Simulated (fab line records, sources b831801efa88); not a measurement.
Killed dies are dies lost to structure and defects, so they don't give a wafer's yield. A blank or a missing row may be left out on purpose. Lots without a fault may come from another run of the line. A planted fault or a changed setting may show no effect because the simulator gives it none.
Which tool did it? | flow gf180mcu | 7 lots, 21 wafers sampled, at 1 step of a route of 602

WHAT THE GAUGES READ, wafer by wafer
GF_VT_IMPLANT_OVL_MEAS_07.
lot  | measured     | on         | VT_IMPLANT_OVL (nm)
L726 | day 5 19:34  | overlay-02 | -1.5 -1.7 -1.3
L735 | day 8 11:26  | overlay-02 | 0.3 -0.4 2.3
L738 | day 9 00:10  | overlay-01 | -0.1 -1.3 -0.2
L741 | day 9 18:44  | overlay-01 | -0.2 0.9 0.4
L744 | day 10 12:31 | overlay-01 | -0.7 -1.1 -0.4
L746 | day 10 22:41 | overlay-01 | 0.4 -0.4 2.3
L748 | day 11 14:43 | overlay-02 | -2.0 -1.1 -0.6

WHICH TOOL RAN EACH LOT (tool, then ch and the chambers of the sampled wafers, then the start)
The record holds no process step before these readings.

THE ANSWER, worked out from the rows above alone
Rule: what is usual is taken from the lots themselves. Put in order of their means at a reading, lots are off if they are a third of the lots or fewer, leave a main group of 4 or more, and stand apart from it by a gap of 3 or more times the standard deviation of the main group's means; of several such gaps the widest counts. A main group whose means are all the same, to the digits that the tables above print for the reading, isn't used. A lot without any number at a reading at which 4 lots or more have one is off too. The other lots that the step has rows for count as sound.
No lot is off at any reading shown: from this, nothing can be told.

WHAT THE SIMULATOR HAD PUT IN
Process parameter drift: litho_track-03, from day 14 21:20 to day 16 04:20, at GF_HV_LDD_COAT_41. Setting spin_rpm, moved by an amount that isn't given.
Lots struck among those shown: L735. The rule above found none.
